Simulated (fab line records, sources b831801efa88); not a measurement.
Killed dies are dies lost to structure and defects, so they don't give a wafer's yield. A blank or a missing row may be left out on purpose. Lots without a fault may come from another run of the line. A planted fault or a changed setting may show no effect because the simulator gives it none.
fab line records | flow sky130
record lots=5 wafers=15 last_day=50
route steps=708 shown METAL1@436
lots that met no fault: from a run of the same line without faults
start_h: hours from the record's first day to the start of the lot's first wafer shown | wait_h: hours since the lot's step before | " the same as in the row above | L1.1+2: a row that stands for several wafers | - no value, or no start given | * or withheld: withheld | < > ~ a bound
route shown NAME@n: a module of which the file shows steps, and the number in the route of the first | usual: mean/standard deviation of fault-free wafers | same: alike in all rows | chamber/n: place in a boat | sites: the reading at each site | _std_site: their standard deviation | _edge_site: outer sites' mean less inner sites' | radius_mm: how far each site lies from the wafer's centre | mask NAME#n: copy n | behind: the tool/chamber that last shaped the wafer | hold: why the lot was held/for how many hours/how that ended | device: the transistor (n, p or np) that didn't switch | end of line: the same wafers' tests at the end of the route | a step without rows: its recipe alone | killed: dies lost to structure and defects at the first sort, not the wafer's yield | map: a wafer's dies, x killed, . not, _ none there
set.NAME: the setting as run; set.NAME@STEP: as run at that earlier step | model.NAME: the simulator's own value behind a step, which no gauge read
lots at some steps of the route; a table a step, a row a wafer
services: from which hour (start_h, from the record's first day; less than 0 if before it) a tool's chamber was out of use, for how many hours, and why
## steps
# step SKY_METAL1_SPUTTER_02
# recipe material=AlCu target_thk_nm=250 power_w=10600 time_s=13.3 chamber_pressure_pa=0.4
# usual throttle_valve_pct=29.8/1
# columns lot.wafer tool chamber start_h wait_h throttle_valve_pct
L076.1 pvd_sputter-01 - 788.95 0.0 30.6
L076.2 " - " " 28.0
L076.5 " - " " 28.1
L083.1 pvd_sputter-04 - 805.73 0.0 29.8
L083.4 " - " " 30.4
L083.6 " - " " 30.6
L084.3 pvd_sputter-03 - 810.23 0.0 30.4
L084.5 " - " " 28.0
L084.6 " - " " 30.7
L087.1 pvd_sputter-01 - 828.48 0.0 29.8
L087.5 " - " " 29.8
L087.6 " - " " 30.3
L095.1 pvd_sputter-03 - 890.77 0.0 30.7
L095.3 " - " " 28.0
L095.6 " - " " 28.6
# step SKY_METAL1_SPUTTER_03
# recipe material=Ti target_thk_nm=5 power_w=3000 time_s=3.3 chamber_pressure_pa=0.4
# usual throttle_valve_pct=29.8/1.1
# columns lot.wafer tool chamber start_h wait_h throttle_valve_pct
L076.1 pvd_sputter-01 - 788.98 0.0 30.3
L076.2 " - " " 28.1
L076.5 " - " " 27.9
L083.1 pvd_sputter-04 - 805.75 0.0 29.6
L083.4 " - " " 30.8
L083.6 " - " " 30.3
L084.3 pvd_sputter-03 - 810.25 0.0 30.3
L084.5 " - " " 27.9
L084.6 " - " " 30.9
L087.1 pvd_sputter-01 - 828.51 0.0 30.0
L087.5 " - " " 29.9
L087.6 " - " " 30.7
L095.1 pvd_sputter-03 - 890.79 0.0 30.6
L095.3 " - " " 28.1
L095.6 " - " " 28.3
# step SKY_METAL1_SPUTTER_04
# recipe material=TiN target_thk_nm=70 power_w=6500 time_s=58.3 chamber_pressure_pa=0.4
# usual throttle_valve_pct=29.8/1.1
# columns lot.wafer tool chamber start_h wait_h throttle_valve_pct
L076.1 pvd_sputter-01 - 789.00 0.0 30.6
L076.2 " - " " 28.0
L076.5 " - " " 28.1
L083.1 pvd_sputter-04 - 805.77 0.0 29.9
L083.4 " - " " 30.6
L083.6 " - " " 30.3
L084.3 pvd_sputter-03 - 810.27 0.0 30.3
L084.5 " - " " 27.9
L084.6 " - " " 30.5
L087.1 pvd_sputter-01 - 828.53 0.0 29.7
L087.5 " - " " 30.0
L087.6 " - " " 30.5
L095.1 pvd_sputter-03 - 890.81 0.0 30.7
L095.3 " - " " 27.9
L095.6 " - " " 28.7
# step SKY_METAL1_RS_MEAS_05
# recipe thk_meas_gauge=four-point-probe reads=TiN_of_METAL1_SPUTTER_04+Ti_of_METAL1_SPUTTER_03+AlCu_of_METAL1_SPUTTER_02+TiN_of_METAL1_SPUTTER_01+Ti_of_METAL1_SPUTTER_00
# usual METAL1_ALCU_RS=0.1272/0.0013
# columns lot.wafer tool chamber start_h wait_h METAL1_ALCU_RS[ohm/sq]
L076.1 film_metro-03 - 789.04 0.0 0.1259
L076.2 " - " " 0.1261
L076.5 " - " " 0.1260
L083.1 film_metro-03 - 805.82 0.0 0.1262
L083.4 " - " " 0.1271
L083.6 " - " " 0.1270
L084.3 film_metro-01 - 810.36 0.1 0.1292
L084.5 " - " " 0.1303
L084.6 " - " " 0.1303
L087.1 film_metro-03 - 828.58 0.0 0.1273
L087.5 " - " " 0.1270
L087.6 " - " " 0.1283
L095.1 film_metro-04 - 890.86 0.0 0.1263
L095.3 " - " " 0.1258
L095.6 " - " " 0.1256
# step SKY_METAL1_THK_MEAS_06
# recipe thk_meas_gauge=xrf reads=AlCu_of_METAL1_SPUTTER_02
# usual METAL1_ALCU_THK=245.4/2.9
# columns lot.wafer tool chamber start_h wait_h METAL1_ALCU_THK[nm]
L076.1 film_metro-03 - 789.16 0.1 249.4
L076.2 " - " " 244.5
L076.5 " - " " 247.4
L083.1 film_metro-03 - 805.94 0.1 248.1
L083.4 " - " " 246.4
L083.6 " - " " 249.4
L084.3 film_metro-01 - 810.46 0.1 240.4
L084.5 " - " " 239.1
L084.6 " - " " 237.9
L087.1 film_metro-03 - 828.70 0.1 243.3
L087.5 " - " " 244.7
L087.6 " - " " 243.0
L095.1 film_metro-04 - 890.98 0.1 249.3
L095.3 " - " " 249.3
L095.6 " - " " 250.2
# step SKY_METAL1_DEHYDRATE_07
# recipe temp_c=200 time_s=60
# usual heater_power_total_W=160.38/0.13
# columns lot.wafer tool chamber start_h wait_h heater_power_total_W
L076.1 litho_track-04 0 801.54 12.4 160.40
L076.2 " 0 " " 160.32
L076.5 " 0 " " 160.54
L083.1 litho_track-02 0 817.97 12.0 160.51
L083.4 " 0 " " 160.37
L083.6 " 0 " " 160.33
L084.3 litho_track-04 0 822.99 12.5 160.31
L084.5 " 0 " " 160.46
L084.6 " 0 " " 160.15
L087.1 litho_track-04 0 841.34 12.6 160.20
L087.5 " 0 " " 160.37
L087.6 " 0 " " 160.43
L095.1 litho_track-01 0 903.35 12.4 160.33
L095.3 " 0 " " 160.20
L095.6 " 0 " " 160.42
# step SKY_METAL1_HMDS_08
# recipe prime_time_s=60 prime_temp_c=120
# columns lot.wafer tool chamber start_h wait_h
L076.1+2+5 litho_track-04 0 801.69 0.1
L083.1+4+6 litho_track-02 0 818.12 0.1
L084.3+5+6 litho_track-04 0 823.14 0.1
L087.1+5+6 litho_track-04 0 841.49 0.1
L095.1+3+6 litho_track-01 0 903.50 0.1
# step SKY_METAL1_COAT_09
# recipe resist=BARC temp_c=withheld time_s=withheld spin_rpm=3000 resist_thk_nm=60
# columns lot.wafer tool chamber start_h wait_h
L076.1+2+5 litho_track-04 0 801.84 0.1
L083.1+4+6 litho_track-02 0 818.27 0.1
L084.3+5+6 litho_track-04 0 823.29 0.1
L087.1+5+6 litho_track-04 0 841.64 0.1
L095.1+3+6 litho_track-01 0 903.65 0.1
# step SKY_METAL1_COAT_10
# recipe resist=KrF-thick spin_rpm=3000 resist_thk_nm=450
# columns lot.wafer tool chamber start_h wait_h
L076.1+2+5 litho_track-04 0 - -
L083.1+4+6 litho_track-02 0 - -
L084.3+5+6 litho_track-04 0 - -
L087.1+5+6 litho_track-04 0 - -
L095.1+3+6 litho_track-01 0 - -
# step SKY_METAL1_SOFTBAKE_11
# recipe temp_c=100 time_s=90 resist=KrF-thick
# usual heater_power_total_W=57.35/0.11
# columns lot.wafer tool chamber start_h wait_h heater_power_total_W
L076.1 litho_track-04 0 - - 57.43
L076.2 " 0 " " 57.45
L076.5 " 0 " " 57.40
L083.1 litho_track-02 0 - - 57.30
L083.4 " 0 " " 57.46
L083.6 " 0 " " 57.24
L084.3 litho_track-04 0 - - 57.47
L084.5 " 0 " " 57.50
L084.6 " 0 " " 57.41
L087.1 litho_track-04 0 - - 57.43
L087.5 " 0 " " 57.37
L087.6 " 0 " " 57.15
L095.1 litho_track-01 0 - - 57.38
L095.3 " 0 " " 57.24
L095.6 " 0 " " 57.31
# step SKY_METAL1_EXPOSE_12
# recipe mask_id=MM1 na=0.8 source_shape=annular sigma_inner=0.55 sigma_outer=0.85 target_cd_nm=140 dose_mj=28
# columns lot.wafer tool chamber start_h wait_h mask
L076.1+2+5 krf_scanner-02 0 - - MM1#0
L083.1+4+6 krf_scanner-02 0 - - MM1#0
L084.3+5+6 krf_scanner-01 0 - - MM1#0
L087.1+5+6 krf_scanner-02 0 - - MM1#0
L095.1+3+6 krf_scanner-02 0 - - MM1#0
# step SKY_METAL1_PEB_13
# recipe peb_temp_c=withheld peb_time_s=withheld resist=KrF-thick
# columns lot.wafer tool chamber start_h wait_h
L076.1+2+5 litho_track-04 0 - -
L083.1+4+6 litho_track-02 0 - -
L084.3+5+6 litho_track-01 0 - -
L087.1+5+6 litho_track-04 0 - -
L095.1+3+6 litho_track-02 0 - -
# step SKY_METAL1_DEVELOP_14
# recipe develop_time_s=60 resist=KrF-thick dev_temp_c=21
# columns lot.wafer tool chamber start_h wait_h
L076.1+2+5 litho_track-04 0 - -
L083.1+4+6 litho_track-02 0 - -
L084.3+5+6 litho_track-01 0 - -
L087.1+5+6 litho_track-04 0 - -
L095.1+3+6 litho_track-02 0 - -
# step SKY_METAL1_CD_MEAS_15
# recipe target_cd_nm=140
# usual cd_nm=140.2/1.5
# columns lot.wafer tool chamber start_h wait_h cd_nm
L076.1 cd_sem-01 - 815.44 - 141.2
L076.2 " - " " 141.5
L076.5 " - " " 141.1
L083.1 cd_sem-02 - 831.72 - 139.0
L083.4 " - " " 141.0
L083.6 " - " " 139.7
L084.3 cd_sem-01 - 836.54 - 139.2
L084.5 " - " " 140.3
L084.6 " - " " 140.4
L087.1 cd_sem-01 - 854.84 - 138.4
L087.5 " - " " 138.5
L087.6 " - " " 139.1
L095.1 cd_sem-01 - 916.22 - 142.2
L095.3 " - " " 142.1
L095.6 " - " " 142.3
# step SKY_METAL1_OVL_MEAS_16
# usual METAL1_OVL=2/5.5
# columns lot.wafer tool chamber start_h wait_h METAL1_OVL[nm]
L076.1 overlay-01 - 815.56 0.1 5
L076.2 " - " " 10
L076.5 " - " " 11
L083.1 overlay-01 - 831.84 0.1 6
L083.4 " - " " -8
L083.6 " - " " -1
L084.3 overlay-02 - 836.63 0.1 3
L084.5 " - " " 3
L084.6 " - " " 2
L087.1 overlay-01 - 854.96 0.1 11
L087.5 " - " " 10
L087.6 " - " " 3
L095.1 overlay-02 - 916.34 0.1 -2
L095.3 " - " " -2
L095.6 " - " " -1
# step SKY_METAL1_DESCUM_17
# recipe chemistry=O2 source_power_w=150 bias_power_w=0 pressure_mtorr=10 temp_c=40 time_s=8
# usual drypump_motor_current_A=5.63/0.28 he_backside_leak_sccm=3.37/0.18 oes_product_au=1.000/0.0058 rf_fwd_power_W=147.3/0.83
# columns lot.wafer tool chamber start_h wait_h drypump_motor_current_A he_backside_leak_sccm oes_product_au rf_fwd_power_W rf_hours_counter_h
L076.1 rie_metal-01 1 815.60 0.0 4.92 3.46 1.002 145.9 6
L076.2 " 0 " " 5.70 3.19 0.997 148.1 10
L076.5 " 0 " " 5.69 3.09 0.999 147.5 -
L083.1 rie_metal-04 0 831.88 0.0 5.71 2.94 0.999 146.2 6
L083.4 " 0 " " 5.73 3.04 1.008 145.9 -
L083.6 " 0 " " 5.74 3.02 0.998 146.1 -
L084.3 rie_metal-04 0 836.67 0.0 5.72 3.14 1.009 146.5 -
L084.5 " 0 " " 5.69 3.19 1.001 147.1 -
L084.6 " 1 " " 5.88 3.47 1.004 148.9 -
L087.1 rie_metal-04 1 855.00 0.0 5.85 3.42 0.993 147.6 16
L087.5 " 1 " " 5.85 3.35 0.983 148.3 -
L087.6 " 0 " " 5.73 3.20 1.010 146.5 -
L095.1 rie_metal-04 0 916.38 0.0 5.71 3.11 1.001 147.1 10
L095.3 " 1 " " 5.87 3.38 1.001 147.7 -
L095.6 " 1 " " 5.90 3.42 0.993 147.9 -
# step SKY_METAL1_ETCH_18
# recipe chemistry=N2/H2 target=BARC ion_energy_ev=200 bias_w=100 pressure_mtorr=30 n2_flow_sccm=100 h2_flow_sccm=200 icp_w=500 stop_on=SiO2 time_s=45.9 target_depth_a=600
# usual drypump_motor_current_A=5.64/0.28 he_backside_leak_sccm=3.37/0.28 oes_product_au=0.854/0.0052 rf_fwd_power_W=495.1/2.3 throttle_valve_pct=13.226/0.0097
# columns lot.wafer tool chamber start_h wait_h drypump_motor_current_A he_backside_leak_sccm oes_product_au rf_fwd_power_W rf_hours_counter_h throttle_valve_pct
L076.1 rie_metal-01 1 815.63 0.0 4.91 3.54 0.843 492.4 6 13.228
L076.2 " 0 " " 5.70 3.19 0.862 496.6 10 13.230
L076.5 " 0 " " 5.68 3.44 0.846 496.6 - 13.222
L083.1 rie_metal-04 0 831.91 0.0 5.73 3.18 0.856 491.1 6 13.227
L083.4 " 0 " " 5.74 3.10 0.852 489.3 - 13.203
L083.6 " 0 " " 5.72 3.06 0.867 491.1 - 13.240
L084.3 rie_metal-04 0 836.71 0.0 5.72 3.17 0.852 492.0 - 13.219
L084.5 " 0 " " 5.75 3.18 0.855 495.6 - 13.227
L084.6 " 1 " " 5.87 3.44 0.866 498.7 - 13.221
L087.1 rie_metal-04 1 855.03 0.0 5.88 3.47 0.860 497.4 16 13.206
L087.5 " 1 " " 5.90 3.50 0.855 498.9 - 13.235
L087.6 " 0 " " 5.71 2.91 0.855 492.4 - 13.228
L095.1 rie_metal-04 0 916.41 0.0 5.71 3.11 0.862 493.7 10 13.229
L095.3 " 1 " " 5.84 3.37 0.849 496.1 - 13.212
L095.6 " 1 " " 5.91 3.34 0.851 496.8 - 13.217
# step SKY_METAL1_METAL_ETCH_19
# recipe target_depth_a=3600 stop_on=SiO2 over_etch_frac=0.3 time_s=78 chemistry=Cl2/BCl3 resist_sidewall_deg=88 pressure_mtorr=10 icp_w=900 bias_w=48.5 Cl2_flow_sccm=60 bcl3_flow_sccm=30
# usual drypump_motor_current_A=5.63/0.28 he_backside_leak_sccm=3.36/0.17 oes_product_au=0.854/0.0056 rf_fwd_power_W=893/3.6 throttle_valve_pct=22.265/0.0095
# columns lot.wafer tool chamber start_h wait_h drypump_motor_current_A he_backside_leak_sccm oes_product_au rf_fwd_power_W rf_hours_counter_h throttle_valve_pct
L076.1 rie_metal-01 1 815.70 0.0 4.91 3.77 0.861 897 6 22.263
L076.2 " 0 " " 5.68 3.23 0.860 896 10 22.267
L076.5 " 0 " " 5.68 3.38 0.862 897 - 22.269
L083.1 rie_metal-04 0 831.97 0.0 5.72 3.25 0.857 890 6 22.279
L083.4 " 0 " " 5.72 3.14 0.846 886 - 22.262
L083.6 " 0 " " 5.72 2.96 0.857 891 - 22.262
L084.3 rie_metal-04 0 836.78 0.1 5.72 3.12 0.847 888 - 22.265
L084.5 " 0 " " 5.74 3.27 0.843 885 - 22.273
L084.6 " 1 " " 5.83 3.36 0.852 895 - 22.264
L087.1 rie_metal-04 1 855.10 0.0 5.90 3.40 0.854 895 16 22.269
L087.5 " 1 " " 5.95 3.32 0.852 894 - 22.270
L087.6 " 0 " " 5.72 3.05 0.852 888 - 22.278
L095.1 rie_metal-04 0 916.48 0.0 5.72 3.06 0.857 889 10 22.252
L095.3 " 1 " " 5.88 3.24 0.860 898 - 22.269
L095.6 " 1 " " 5.85 3.34 0.849 897 - 22.267
## services
# columns tool chamber start_h hours kind
pvd_sputter-03 - 766.08 4.3 repair
krf_scanner-02 0 767.39 - calibration
krf_scanner-01 0 782.40 - calibration
rie_metal-01 - 789.68 0.4 repair
rie_metal-01 1 791.01 18.2 repair
pvd_sputter-03 - 794.92 6.0 repair
krf_scanner-01 - 811.11 1.3 pm
rie_metal-01 - 833.42 4.0 pm
krf_scanner-02 - 852.56 1.6 repair
krf_scanner-01 - 860.46 29.6 repair
krf_scanner-02 - 890.10 1.0 pm
rie_metal-04 1 892.46 - clean
rie_metal-04 1 892.46 19.4 scheduled_down
rie_metal-04 1 892.46 19.4 vent_cycle
krf_scanner-01 - 901.03 0.8 pm
rie_metal-01 - 902.66 15.6 pm
krf_scanner-02 - 905.11 2.2 repair
pvd_sputter-01 - 911.04 14.2 repair
## key
fault none
